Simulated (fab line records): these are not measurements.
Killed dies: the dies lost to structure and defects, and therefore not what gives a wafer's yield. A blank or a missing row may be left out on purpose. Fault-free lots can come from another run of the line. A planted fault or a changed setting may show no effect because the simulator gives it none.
fab line records    flow sky130    part 1 of 2: steps 1 to 43 of 44
[record] lots = 6  wafers = 18  last_day = 50
route steps=708 shown VIA2@522 METAL3@532 CAPM@537 PAD_OPEN@708
lots untouched by any fault: they come from a run of this same line in which no faults occurred
start_h: the number of hours between the record's first day and the start of the first shown wafer of the lot    wait_h: hours since the lot's step before    " identical to the entry in the row above    L1.1+2: a row that stands for several wafers    - value missing, or start not given    * or withheld: withheld    < > ~ a bound
route shown NAME@n: names a module that has steps shown in the file, with the first one's number in the route    usual: mean and standard deviation over wafers with no fault    same: alike in all rows    chamber/n: place in a boat    sites: per-site readings    _std_site: the values' standard deviation    _edge_site: outer sites' mean less inner sites'    radius_mm: how far each site lies from the wafer's centre    mask NAME#n: copy n    behind: the most recent tool/chamber to have shaped the wafer    hold: reason for holding the lot/hours on hold/outcome of the hold    device: whichever transistor did not switch (one of n, p or np)    end of line: the same wafers' tests at the end of the route    step lacking rows: just its recipe    killed: at the first sort, the dies lost to defects and structure; wafer yield is something else    map: per-die view of a wafer (x killed, . not killed, _ where there is no die)
set.NAME: the run value of the setting; set.NAME@STEP: its run value at that earlier step    model.NAME: the simulator's own value behind a step, which no gauge read
lots at some steps of the route; a table a step, a row a wafer
services: from which hour (start_h, from the record's first day; less than 0 if before it) a tool's chamber was out of use, for how many hours, and why
[[steps]]
[step SKY_VIA2_ETCH_15]
[recipe] target = SiO2  chemistry = C4F8/O2/Ar  target_depth_nm = 546  stop_on = TiN  mask_material = KrF-thick  source_w = 1500  bias_w = 1200  pressure_mtorr = 40  c4f8_flow_sccm = withheld  O2_flow_sccm = 6  Ar_flow_sccm = 300  time_s = 84
[step SKY_VIA2_STRIP_16]
[recipe] chemistry = O2/N2  power_w = 1400  pressure_mtorr = 1500  platen_temp_c = withheld  o2_flow_sccm = 3000  n2_flow_sccm = 300  overash_fraction = 0.5
[usual] drypump_motor_current_A = 5.7/0.37  oes_product_au = 0.399/0.005  strip_time_to_endpoint_s = 4.054/0.022
lot.wafer  tool             chamber  start_h  wait_h  drypump_motor_current_A  oes_product_au  rf_hours_counter_h  strip_time_to_endpoint_s
L555.1     plasma_asher-02  1        913.05   0.0     5.1                      0.401           103                 4.054
L555.4     "                0        "        "       5.7                      0.399           -                   4.102
L555.5     "                1        "        "       5.1                      0.394           -                   4.075
L556.1     plasma_asher-02  0        915.46   0.0     5.7                      0.396           104                 4.040
L556.4     "                1        "        "       5.1                      0.397           -                   4.068
L556.5     "                1        "        "       5.1                      0.401           -                   4.055
L558.1     plasma_asher-04  0        924.81   0.0     5.9                      0.401           83                  4.056
L558.5     "                0        "        "       5.9                      0.403           -                   4.052
L558.6     "                1        "        "       6.4                      0.394           -                   4.024
L561.1     plasma_asher-04  1        943.83   0.0     6.4                      0.401           85                  4.029
L561.2     "                0        "        "       5.9                      0.398           85                  4.037
L561.4     "                1        "        "       6.4                      0.395           -                   4.064
L572.1     plasma_asher-02  1        1010.61  0.0     5.1                      0.397           110                 4.086
L572.3     "                1        "        "       5.1                      0.400           -                   4.092
L572.4     "                0        "        "       5.6                      0.403           -                   4.079
L571.1     plasma_asher-02  1        1014.93  0.0     5.1                      0.390           111                 4.034
L571.3     "                0        "        "       5.7                      0.405           -                   4.048
L571.5     "                0        "        "       5.7                      0.391           -                   4.028
[step SKY_VIA2_STRIP_17]
[recipe] chemistry = post_etch_residue_remover  time_s = 1200  temp_c = 72.5
[step SKY_VIA2_CLEAN_18]
[recipe] chemistry = IPA  time_s = 180  temp_c = 25
[step SKY_VIA2_CLEAN_19]
[recipe] chemistry = O3/DIW  dry = n2_spin
[step SKY_VIA2_SPUTTER_20]
[recipe] material = TiN  target_thk_nm = 20  chamber_pressure_pa = 5  power_w = 4000  time_s = 80
[usual] chamber_pressure_pa = 4.999/0.01  throttle_valve_pct = 30.5/1
lot.wafer  tool            chamber  start_h  wait_h  chamber_pressure_pa  throttle_valve_pct
L555.1     pvd_sputter-04  -        913.65   0.0     5.007                30.4
L555.4     "               -        "        "       4.997                29.2
L555.5     "               -        "        "       4.996                29.7
L556.1     pvd_sputter-04  -        916.10   0.0     5.002                29.6
L556.4     "               -        "        "       5.001                29.9
L556.5     "               -        "        "       4.998                29.6
L558.1     pvd_sputter-02  -        925.41   0.0     4.994                29.8
L558.5     "               -        "        "       5.002                31.8
L558.6     "               -        "        "       5.008                30.1
L561.1     pvd_sputter-02  -        944.42   0.0     5.012                31.6
L561.2     "               -        "        "       5.002                30.3
L561.4     "               -        "        "       5.003                29.7
L572.1     pvd_sputter-02  -        1011.20  0.0     5.002                31.7
L572.3     "               -        "        "       5.005                29.8
L572.4     "               -        "        "       5.002                31.8
L571.1     pvd_sputter-02  -        1015.53  0.0     5.013                29.9
L571.3     "               -        "        "       4.997                28.8
L571.5     "               -        "        "       5.005                31.6
[step SKY_VIA2_CVD_21]
[recipe] material = W  target_thk_nm = 420  time_s = 126.4  temp_c = 400  pressure_torr = 40
[usual] heater_power_outer_w = 506/24  heater_power_w = 822/40
lot.wafer  tool      chamber  start_h  wait_h  heater_power_outer_w  heater_power_w
L555.1     cvd_w-01  1        913.71   0.0     484                   788
L555.4     "         1        "        "       477                   791
L555.5     "         0        "        "       545                   892
L556.1     cvd_w-01  1        916.16   0.0     485                   808
L556.4     "         1        "        "       483                   791
L556.5     "         1        "        "       479                   779
L558.1     cvd_w-02  1        925.47   0.0     502                   782
L558.5     "         1        "        "       507                   795
L558.6     "         0        "        "       485                   840
L561.1     cvd_w-02  0        944.48   0.0     478                   827
L561.2     "         1        "        "       497                   787
L561.4     "         0        "        "       494                   815
L572.1     cvd_w-02  1        1011.27  0.0     495                   791
L572.3     "         0        "        "       488                   827
L572.4     "         1        "        "       502                   798
L571.1     cvd_w-02  1        1015.59  0.0     508                   803
L571.3     "         0        "        "       486                   836
L571.5     "         1        "        "       513                   797
[step SKY_VIA2_RS_MEAS_22]
[recipe] thk_meas_gauge = four-point-probe  reads = W_of_VIA2_CVD_21+TiN_of_VIA2_SPUTTER_20
[usual] VIA2_W_RS = 0.273/0.0049
lot.wafer  tool           chamber  start_h  wait_h  VIA2_W_RS[ohm/sq]
L555.1     film_metro-03  -        913.84   0.1     0.276
L555.4     "              -        "        "       0.271
L555.5     "              -        "        "       0.276
L556.1     film_metro-04  -        916.29   0.1     0.274
L556.4     "              -        "        "       0.273
L556.5     "              -        "        "       0.273
L558.1     film_metro-02  -        925.60   0.1     0.267
L558.5     "              -        "        "       0.268
L558.6     "              -        "        "       0.278
L561.1     film_metro-04  -        944.61   0.1     0.280
L561.2     "              -        "        "       0.272
L561.4     "              -        "        "       0.277
L572.1     film_metro-04  -        1011.40  0.1     0.265
L572.3     "              -        "        "       0.273
L572.4     "              -        "        "       0.262
L571.1     film_metro-03  -        1015.72  0.1     0.268
L571.3     "              -        "        "       0.276
L571.5     "              -        "        "       0.263
[step SKY_VIA2_THK_MEAS_23]
[recipe] thk_meas_gauge = xrf  reads = W_of_VIA2_CVD_21
[usual] VIA2_W_THK = 429/8.5
lot.wafer  tool           chamber  start_h  wait_h  VIA2_W_THK[nm]
L555.1     film_metro-03  -        913.96   0.1     423
L555.4     "              -        "        "       429
L555.5     "              -        "        "       422
L556.1     film_metro-04  -        916.41   0.1     431
L556.4     "              -        "        "       433
L556.5     "              -        "        "       429
L558.1     film_metro-02  -        925.72   0.1     440
L558.5     "              -        "        "       444
L558.6     "              -        "        "       425
L561.1     film_metro-04  -        944.73   0.1     420
L561.2     "              -        "        "       428
L561.4     "              -        "        "       426
L572.1     film_metro-04  -        1011.52  0.1     439
L572.3     "              -        "        "       427
L572.4     "              -        "        "       448
L571.1     film_metro-03  -        1015.84  0.1     434
L571.3     "              -        "        "       417
L571.5     "              -        "        "       438
[step SKY_VIA2_CMP_24]
[recipe] stop_on = SiO2  t_overpolish_s = 20  down_force_psi = 3.5  platen_rpm = 60  target_thk_nm = 0  pad_velocity_m_s = 0.94248
[step SKY_METAL3_SPUTTER_00]
[recipe] material = Ti  target_thk_nm = 15  power_w = 3000  time_s = 10  chamber_pressure_pa = 0.4
[step SKY_METAL3_SPUTTER_01]
[recipe] material = TiN  target_thk_nm = 20  power_w = 6500  time_s = 16.7  chamber_pressure_pa = 0.4
[step SKY_METAL3_SPUTTER_02]
[recipe] material = AlCu  target_thk_nm = 735  power_w = 10600  time_s = 39.1  chamber_pressure_pa = 0.4
[usual] chamber_pressure_pa = 0.4001/0.00082  throttle_valve_pct = 30.0/0.85
lot.wafer  tool            chamber  start_h  wait_h  chamber_pressure_pa  throttle_valve_pct  model.AlCu_of_METAL3_SPUTTER_02.thk_nm
L555.1     pvd_sputter-02  -        914.36   0.0     0.3998               30.3                761.7
L555.4     "               -        "        "       0.4007               30.0                741.7
L555.5     "               -        "        "       0.4017               28.6                745
L556.1     pvd_sputter-04  -        916.82   0.0     0.3992               29.5                738.7
L556.4     "               -        "        "       0.4008               30.1                737.7
L556.5     "               -        "        "       0.4010               29.8                732.6
L558.1     pvd_sputter-04  -        926.13   0.0     0.4003               30.7                734.5
L558.5     "               -        "        "       0.4001               29.9                731.7
L558.6     "               -        "        "       0.3993               30.8                737.7
L561.1     pvd_sputter-01  -        945.14   0.0     0.4007               30.8                735.5
L561.2     "               -        "        "       0.4013               28.8                727.6
L561.4     "               -        "        "       0.3999               29.6                734.2
L572.1     pvd_sputter-01  -        1011.92  0.0     0.4014               30.6                743.5
L572.3     "               -        "        "       0.2965               33.4                775
L572.4     "               -        "        "       0.3995               29.6                738.7
L571.1     pvd_sputter-01  -        1016.25  0.0     0.3999               29.5                735.1
L571.3     "               -        "        "       0.4005               30.5                734.4
L571.5     "               -        "        "       0.2968               33.3                768.9
[step SKY_METAL3_SPUTTER_03]
[recipe] material = Ti  target_thk_nm = 5  power_w = 3000  time_s = 3.3  chamber_pressure_pa = 0.4
[usual] chamber_pressure_pa = 0.4000/0.00089  throttle_valve_pct = 30.0/0.86
lot.wafer  tool            chamber  start_h  wait_h  chamber_pressure_pa  throttle_valve_pct
L555.1     pvd_sputter-02  -        914.40   0.0     0.4009               29.9
L555.4     "               -        "        "       0.4007               30.1
L555.5     "               -        "        "       0.3984               28.3
L556.1     pvd_sputter-04  -        916.86   0.0     0.4003               29.6
L556.4     "               -        "        "       0.4003               29.9
L556.5     "               -        "        "       0.3999               30.1
L558.1     pvd_sputter-04  -        926.17   0.0     0.4006               30.7
L558.5     "               -        "        "       0.3989               29.9
L558.6     "               -        "        "       0.4003               30.7
L561.1     pvd_sputter-01  -        945.18   0.0     0.3997               30.8
L561.2     "               -        "        "       0.4012               29.1
L561.4     "               -        "        "       0.4002               29.5
L572.1     pvd_sputter-01  -        1011.96  0.0     0.4006               30.7
L572.3     "               -        "        "       0.3991               28.7
L572.4     "               -        "        "       0.3993               29.2
L571.1     pvd_sputter-01  -        1016.29  0.0     0.3986               29.5
L571.3     "               -        "        "       0.3993               30.6
L571.5     "               -        "        "       0.3980               28.5
[step SKY_METAL3_SPUTTER_04]
[recipe] material = TiN  target_thk_nm = 70  power_w = 6500  time_s = 58.3  chamber_pressure_pa = 0.4
[usual] chamber_pressure_pa = 0.4000/0.00079  throttle_valve_pct = 30.0/0.85
lot.wafer  tool            chamber  start_h  wait_h  chamber_pressure_pa  throttle_valve_pct
L555.1     pvd_sputter-02  -        914.42   0.0     0.3996               30.0
L555.4     "               -        "        "       0.4006               30.1
L555.5     "               -        "        "       0.4011               28.4
L556.1     pvd_sputter-04  -        916.88   0.0     0.3994               29.5
L556.4     "               -        "        "       0.3999               29.9
L556.5     "               -        "        "       0.4004               29.9
L558.1     pvd_sputter-04  -        926.19   0.0     0.4004               30.7
L558.5     "               -        "        "       0.4002               29.9
L558.6     "               -        "        "       0.3997               30.6
L561.1     pvd_sputter-01  -        945.19   0.0     0.4001               30.8
L561.2     "               -        "        "       0.4004               28.7
L561.4     "               -        "        "       0.4004               29.6
L572.1     pvd_sputter-01  -        1011.98  0.0     0.4008               30.5
L572.3     "               -        "        "       0.4009               28.9
L572.4     "               -        "        "       0.3998               29.4
L571.1     pvd_sputter-01  -        1016.31  0.0     0.3985               29.5
L571.3     "               -        "        "       0.3997               30.6
L571.5     "               -        "        "       0.3990               28.9
[step SKY_CAPM_CVD_00]
[recipe] material = SiO2  target_thk_nm = 15.5  temp_c = 400  time_s = withheld  rf_w = 450
[step SKY_CAPM_THK_MEAS_01]
[recipe] reads = SiO2_of_CAPM_CVD_00
[usual] CAPM_CVD_00_THK = 15.45/0.22
lot.wafer  tool           chamber  start_h  wait_h  CAPM_CVD_00_THK[nm]
L555.1     film_metro-01  -        914.50   -       15.26
L555.4     "              -        "        "       15.56
L555.5     "              -        "        "       15.39
L556.1     film_metro-02  -        916.96   -       15.26
L556.4     "              -        "        "       15.47
L556.5     "              -        "        "       15.26
L558.1     film_metro-04  -        926.26   -       15.73
L558.5     "              -        "        "       15.41
L558.6     "              -        "        "       15.86
L561.1     film_metro-04  -        945.27   -       15.39
L561.2     "              -        "        "       15.20
L561.4     "              -        "        "       15.49
L572.1     film_metro-01  -        1012.05  -       15.22
L572.3     "              -        "        "       15.37
L572.4     "              -        "        "       15.55
L571.1     film_metro-01  -        1016.38  -       15.18
L571.3     "              -        "        "       15.33
L571.5     "              -        "        "       15.43
[step SKY_CAPM_SPUTTER_02]
[recipe] material = TiN  target_thk_nm = 200  temp_c = 300  power_w = 6500  time_s = 174  chamber_pressure_pa = 0.4
[step SKY_CAPM_RS_MEAS_03]
[recipe] thk_meas_gauge = four-point-probe  reads = TiN_of_CAPM_SPUTTER_02
[usual] CAPM_TIN_RS = 6.59/0.074
lot.wafer  tool           chamber  start_h  wait_h  CAPM_TIN_RS[ohm/sq]
L555.1     film_metro-01  -        914.67   0.1     6.58
L555.4     "              -        "        "       6.54
L555.5     "              -        "        "       6.69
L556.1     film_metro-04  -        917.13   0.1     6.52
L556.4     "              -        "        "       6.48
L556.5     "              -        "        "       6.45
L558.1     film_metro-02  -        926.43   0.1     6.55
L558.5     "              -        "        "       6.56
L558.6     "              -        "        "       6.60
L561.1     film_metro-02  -        945.43   0.1     6.54
L561.2     "              -        "        "       6.64
L561.4     "              -        "        "       6.58
L572.1     film_metro-02  -        1012.22  0.1     6.54
L572.3     "              -        "        "       6.64
L572.4     "              -        "        "       6.60
L571.1     film_metro-04  -        1016.55  0.1     6.63
L571.3     "              -        "        "       6.57
L571.5     "              -        "        "       6.57
[step SKY_CAPM_THK_MEAS_04]
[recipe] thk_meas_gauge = xrf  reads = TiN_of_CAPM_SPUTTER_02
[usual] CAPM_TIN_THK = 211.6/2.7
lot.wafer  tool           chamber  start_h  wait_h  CAPM_TIN_THK[nm]
L555.1     film_metro-01  -        914.79   0.1     211.4
L555.4     "              -        "        "       211.8
L555.5     "              -        "        "       207.5
L556.1     film_metro-04  -        917.25   0.1     216.8
L556.4     "              -        "        "       217.5
L556.5     "              -        "        "       218.6
L558.1     film_metro-02  -        926.55   0.1     212.9
L558.5     "              -        "        "       212.9
L558.6     "              -        "        "       212.7
L561.1     film_metro-02  -        945.55   0.1     213.7
L561.2     "              -        "        "       209.9
L561.4     "              -        "        "       211.6
L572.1     film_metro-02  -        1012.34  0.1     212.5
L572.3     "              -        "        "       210.6
L572.4     "              -        "        "       211.6
L571.1     film_metro-04  -        1016.67  0.1     211.9
L571.3     "              -        "        "       212.8
L571.5     "              -        "        "       212.8
[step SKY_CAPM_DEHYDRATE_05]
[recipe] temp_c = 200  time_s = 60
[step SKY_CAPM_HMDS_06]
[recipe] prime_time_s = 60  prime_temp_c = 120
[step SKY_CAPM_COAT_07]
[recipe] resist = NOVOLAK  spin_rpm = 3000  resist_thk_nm = 1140
[step SKY_CAPM_SOFTBAKE_08]
[recipe] temp_c = 90  time_s = 60  resist = NOVOLAK
[step SKY_CAPM_EXPOSE_09]
[recipe] mask_id = CAPM  na = 0.6  source_shape = conventional  sigma_outer = 0.6  polarization = unpolarized  target_cd_nm = 1000  dose_mj = 159
[step SKY_CAPM_PEB_10]
[recipe] temp_c = withheld  time_s = *  resist = NOVOLAK
[step SKY_CAPM_DEVELOP_11]
[recipe] resist = NOVOLAK  developer = TMAH  develop_time_s = 60  dev_temp_c = 23
[step SKY_CAPM_OVL_MEAS_12]
[usual] CAPM_OVL = 1.0/1.7
lot.wafer  tool        chamber  start_h  wait_h  CAPM_OVL[nm]
L555.1     overlay-02  -        940.13   0.1     0.7
L555.4     "           -        "        "       -0.9
L555.5     "           -        "        "       -1.0
L556.1     overlay-01  -        942.91   0.1     0.2
L556.4     "           -        "        "       2.1
L556.5     "           -        "        "       -0.8
L558.1     overlay-02  -        951.09   0.1     -1.4
L558.5     "           -        "        "       0.9
L558.6     "           -        "        "       0.0
L561.1     overlay-02  -        969.73   0.1     1.7
L561.2     "           -        "        "       -0.2
L561.4     "           -        "        "       2.5
L572.1     overlay-01  -        1035.94  0.1     4.0
L572.3     "           -        "        "       1.7
L572.4     "           -        "        "       0.4
L571.1     overlay-02  -        1040.69  0.1     -0.8
L571.3     "           -        "        "       -2.1
L571.5     "           -        "        "       0.0
[step SKY_CAPM_METAL_ETCH_13]
[recipe] target_depth_nm = 220  stop_on = SiO2  chemistry = Cl2/BCl3  target = TiN  pressure_mtorr = 10  icp_w = 900  bias_w = 48.5  Cl2_flow_sccm = 60  bcl3_flow_sccm = 30  time_s = 62.9
[step SKY_CAPM_STRIP_14]
[recipe] chemistry = O2/N2  power_w = 1400  pressure_mtorr = 1500  platen_temp_c = withheld  o2_flow_sccm = 3000  n2_flow_sccm = 300  overash_fraction = 0.5
[step SKY_CAPM_STRIP_15]
[recipe] chemistry = post_etch_residue_remover  time_s = 1200  temp_c = 72.5
[step SKY_CAPM_CLEAN_16]
[recipe] chemistry = IPA  time_s = 180  temp_c = 25
[step SKY_CAPM_CLEAN_17]
[recipe] chemistry = O3/DIW  dry = n2_spin
[step SKY_METAL3_DEHYDRATE_05]
[recipe] temp_c = 200  time_s = 60
[step SKY_METAL3_HMDS_06]
[recipe] prime_time_s = 60  prime_temp_c = 120
[step SKY_METAL3_COAT_07]
[recipe] resist = BARC  temp_c = withheld  time_s = withheld  spin_rpm = 3000  resist_thk_nm = 60
[step SKY_METAL3_COAT_08]
[recipe] resist = KrF-thick  spin_rpm = 3000  resist_thk_nm = 1140
[step SKY_METAL3_SOFTBAKE_09]
[recipe] temp_c = 100  time_s = 90  resist = KrF-thick
[step SKY_METAL3_EXPOSE_10]
[recipe] mask_id = MM3  na = 0.68  source_shape = annular  sigma_inner = 0.4  sigma_outer = 0.8  target_cd_nm = 300  dose_mj = 28.32
[step SKY_METAL3_PEB_11]
[recipe] peb_temp_c = withheld  peb_time_s = withheld  resist = KrF-thick
[step SKY_METAL3_DEVELOP_12]
[recipe] develop_time_s = 60  resist = KrF-thick  dev_temp_c = 21
[step SKY_METAL3_CD_MEAS_13]
[recipe] target_cd_nm = 300
[usual] cd_nm = 300.2/1.5
lot.wafer  tool       chamber  start_h  wait_h  cd_nm
L555.1     cd_sem-01  -        965.45   -       301.2
L555.4     "          -        "        "       301.7
L555.5     "          -        "        "       300.7
L556.1     cd_sem-02  -        968.50   -       301.8
L556.4     "          -        "        "       301.5
L556.5     "          -        "        "       301.0
L558.1     cd_sem-01  -        976.09   -       300.6
L558.5     "          -        "        "       298.7
L558.6     "          -        "        "       299.6
L561.1     cd_sem-02  -        993.93   -       297.4
L561.2     "          -        "        "       298.8
L561.4     "          -        "        "       299.5
L572.1     cd_sem-02  -        1058.56  -       300.1
L572.3     "          -        "        "       298.4
L572.4     "          -        "        "       299.8
L571.1     cd_sem-02  -        1063.49  -       302.5
L571.3     "          -        "        "       301.7
L571.5     "          -        "        "       304.3
[step SKY_METAL3_METAL_ETCH_18]
[recipe] target_depth_a = 8450  stop_on = SiO2  over_etch_frac = 0.3  time_s = 183.1  chemistry = Cl2/BCl3  resist_sidewall_deg = 88  pressure_mtorr = 10  icp_w = 900  bias_w = 48.5  Cl2_flow_sccm = 60  bcl3_flow_sccm = 30
[usual] drypump_motor_current_A = 5.69/0.19  he_backside_leak_sccm = 3.40/0.16  mfc_cl2_sccm = 60.00/0.18  oes_product_au = 0.867/0.0062  throttle_valve_pct = 22.263/0.0088
lot.wafer  tool          chamber  start_h  wait_h  drypump_motor_current_A  he_backside_leak_sccm  mfc_cl2_sccm  oes_product_au  rf_hours_counter_h  throttle_valve_pct
L555.1     rie_metal-04  1        965.76   0.0     5.73                     3.46                   59.86         0.874           12                  22.267
L555.4     "             1        "        "       5.72                     3.39                   60.12         0.870           -                   22.263
L555.5     "             0        "        "       5.69                     3.15                   60.25         0.870           -                   22.269
L556.1     rie_metal-01  1        968.81   0.0     6.04                     3.63                   59.83         0.868           15                  22.267
L556.4     "             0        "        "       5.49                     3.52                   60.08         0.870           -                   22.258
L556.5     "             0        "        "       5.48                     3.34                   60.08         0.857           -                   22.282
L558.1     rie_metal-01  1        976.40   0.0     6.01                     3.54                   59.96         0.862           15                  22.262
L558.5     "             1        "        "       6.02                     3.72                   59.88         0.869           -                   22.263
L558.6     "             0        "        "       5.47                     3.63                   60.18         0.864           -                   22.265
L561.1     rie_metal-01  0        994.24   0.0     5.46                     3.51                   60.11         0.864           6                   22.254
L561.2     "             1        "        "       6.02                     3.54                   60.05         0.870           16                  22.264
L561.4     "             1        "        "       6.02                     3.47                   60.08         0.866           -                   22.256
L572.1     rie_metal-04  1        1058.87  0.0     5.73                     3.64                   60.22         0.874           17                  22.252
L572.3     "             0        "        "       5.68                     3.15                   59.91         0.888           -                   22.259
L572.4     "             1        "        "       5.76                     3.65                   60.09         0.872           -                   22.254
L571.1     rie_metal-01  1        1063.79  0.0     6.05                     3.47                   60.23         0.866           20                  22.264
L571.3     "             0        "        "       5.47                     3.41                   59.90         0.874           -                   22.243
L571.5     "             0        "        "       5.48                     3.45                   60.03         0.885           -                   22.268
[[key]]
[first_sign] step = SKY_METAL3_SPUTTER_02  reading = chamber_pressure_pa  direction = down  sigmas = 99+  usual = 0.4001  struck = 0.2966
[effect] step = SKY_METAL3_SPUTTER_02  reading = throttle_valve_pct  direction = up  sigmas = 4  usual = 30.0  struck = 33.4
[effect] step = SKY_METAL3_METAL_ETCH_18  reading = oes_product_au  direction = up  sigmas = 3.1  usual = 0.867  struck = 0.887
[model_effect] step = SKY_METAL3_SPUTTER_02  value = AlCu_of_METAL3_SPUTTER_02.thk_nm  without = 730.3  struck = 772
[model_effect] step = SKY_PAD_OPEN_PROBE_99  value = etest.met3.line_ohm_um  without = 0.141  struck = 0.1333
met_at SKY_METAL3_SPUTTER_02
struck_wafers L571.5,L572.3
onset_between 945.14 1011.92
[fault] kind = process_parameter_drift  tool = pvd_sputter-01  chamber = -  onset_h = 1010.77  steps = SKY_METAL3_SPUTTER_02  channel = chamber_pressure_pa  offset = -0.10436  shape = step  end_h = 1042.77  acts_in = these_recipes_only  stated = 0.4  scope = struck_wafers_only
